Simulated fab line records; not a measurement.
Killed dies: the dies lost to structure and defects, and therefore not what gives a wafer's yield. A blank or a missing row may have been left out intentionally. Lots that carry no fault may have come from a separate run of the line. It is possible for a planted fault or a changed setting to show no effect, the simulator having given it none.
Check for tools in common	flow sky130	39 wafers sampled across 13 lots

## WHAT PROMPTED THE OPENING
At SKY_LI_CONTACT_BOW_MEAS_03 the reading LI_CONTACT_BOW is flagged on 2 of 13 lots. Wafers without a fault read 55 um, standard deviation 6.3.
Rule: a lot is flagged when every wafer of it that has a number lies more than 4 standard deviations from that mean, or none has a number. The rest of the lots are taken to be sound.

lot	measured	on	LI_CONTACT_BOW (um), wafer by wafer	flag
L540	day 29 01:20	filmMetro-04	40 60 42	
L541	day 29 02:31	filmMetro-02	56 58 56	
L543	day 29 03:23	filmMetro-02	63 54 60	
L547	day 31 08:11	filmMetro-02	43 59 59	
L548	day 31 08:47	filmMetro-02	28 23 15	FLAGGED
L550	day 31 16:13	filmMetro-03	14 27 24	FLAGGED
L549	day 31 17:58	filmMetro-02	57 52 45	
L553	day 32 07:16	filmMetro-03	48 55 54	
L555	day 32 22:07	filmMetro-04	58 51 66	
L557	day 33 17:38	filmMetro-03	57 55 67	
L559	day 34 14:56	filmMetro-02	54 46 61	
L560	day 34 15:21	filmMetro-03	45 56 57	
L562	day 35 07:55	filmMetro-03	50 45 40	
Average over the flagged lots: 22 um; offset from the usual -33 um, equal to -5 standard deviations.

## LOT BY LOT: THE TOOL USED
The record holds 2 process steps before the reading, out of a route of 708 steps. Cell contents, in order: the tool; ch with the chambers the sampled wafers went through; the start.
lot	flag	SKY_LI_CONTACT_HDPCVD_00	SKY_LI_CONTACT_CMP_02
L540		hdpcvd-02 ch 1,2, day 29 00:50	cmp-02 ch 0,2,3, day 29 01:03
L541		hdpcvd-01 ch 1,2, day 29 02:02	cmp-02 ch 1,2,3, day 29 02:13
L543		hdpcvd-02 ch 0,1,2, day 29 02:55	cmp-01 ch 0,1, day 29 03:05
L547		hdpcvd-02 ch 0,2, day 31 06:26	cmp-02 ch 0,2,3, day 31 07:56
L548	FLAGGED	hdpcvd-01 ch 0,1,2, day 31 07:19	cmp-02 ch 1,2, day 31 08:32
L550	FLAGGED	hdpcvd-02 ch 0,1, day 31 15:44	cmp-01 ch 0,1,3, day 31 15:54
L549		hdpcvd-01 ch 0,1,2, day 31 17:29	cmp-01 ch 0,1,2, day 31 17:38
L553		hdpcvd-01 ch 0,1, day 32 06:47	cmp-02 ch 1,3, day 32 06:59
L555		hdpcvd-01 ch 0,1, day 32 21:38	cmp-02 ch 1,2,3, day 32 21:48
L557		hdpcvd-01 ch 0,2, day 33 17:10	cmp-01 ch 0,1,2, day 33 17:26
L559		hdpcvd-01 ch 0,1,2, day 34 14:28	cmp-02 ch 2,3, day 34 14:38
L560		hdpcvd-01 ch 0,1,2, day 34 14:53	cmp-02 ch 0,2,3, day 34 15:05
L562		hdpcvd-02 ch 1,2, day 35 07:27	cmp-01 ch 1,2,3, day 35 07:43
What the steps here do:
- SKY_LI_CONTACT_HDPCVD_00: deposits PSG, target thk 930 nm, time 155 s.
- SKY_LI_CONTACT_CMP_02: polishes PSG.
- SKY_LI_CONTACT_BOW_MEAS_03

## FLAGGED OVER TOTAL, TOOL BY TOOL (the gauges that took the reading come last)
step	tool	lots run	flagged	share of the flagged lots	sound lots run after its first flagged lot
SKY_LI_CONTACT_HDPCVD_00	hdpcvd-01	8	1	some	6 (L549,L553,L555,L557,L559,L560)
SKY_LI_CONTACT_HDPCVD_00	hdpcvd-02	5	1	some	1 (L562)
SKY_LI_CONTACT_CMP_02	cmp-01	5	1	some	3 (L549,L557,L562)
SKY_LI_CONTACT_CMP_02	cmp-02	8	1	some	4 (L553,L555,L559,L560)
SKY_LI_CONTACT_BOW_MEAS_03	filmMetro-02	6	1	some	2 (L549,L559)
SKY_LI_CONTACT_BOW_MEAS_03	filmMetro-03	5	1	some	4 (L553,L557,L560,L562)
SKY_LI_CONTACT_BOW_MEAS_03	filmMetro-04	2	0	none	-

## WHAT THE TABLE ALLOWS
No row of the table ran every flagged lot.

## WHAT THE SIMULATOR HAD PUT IN
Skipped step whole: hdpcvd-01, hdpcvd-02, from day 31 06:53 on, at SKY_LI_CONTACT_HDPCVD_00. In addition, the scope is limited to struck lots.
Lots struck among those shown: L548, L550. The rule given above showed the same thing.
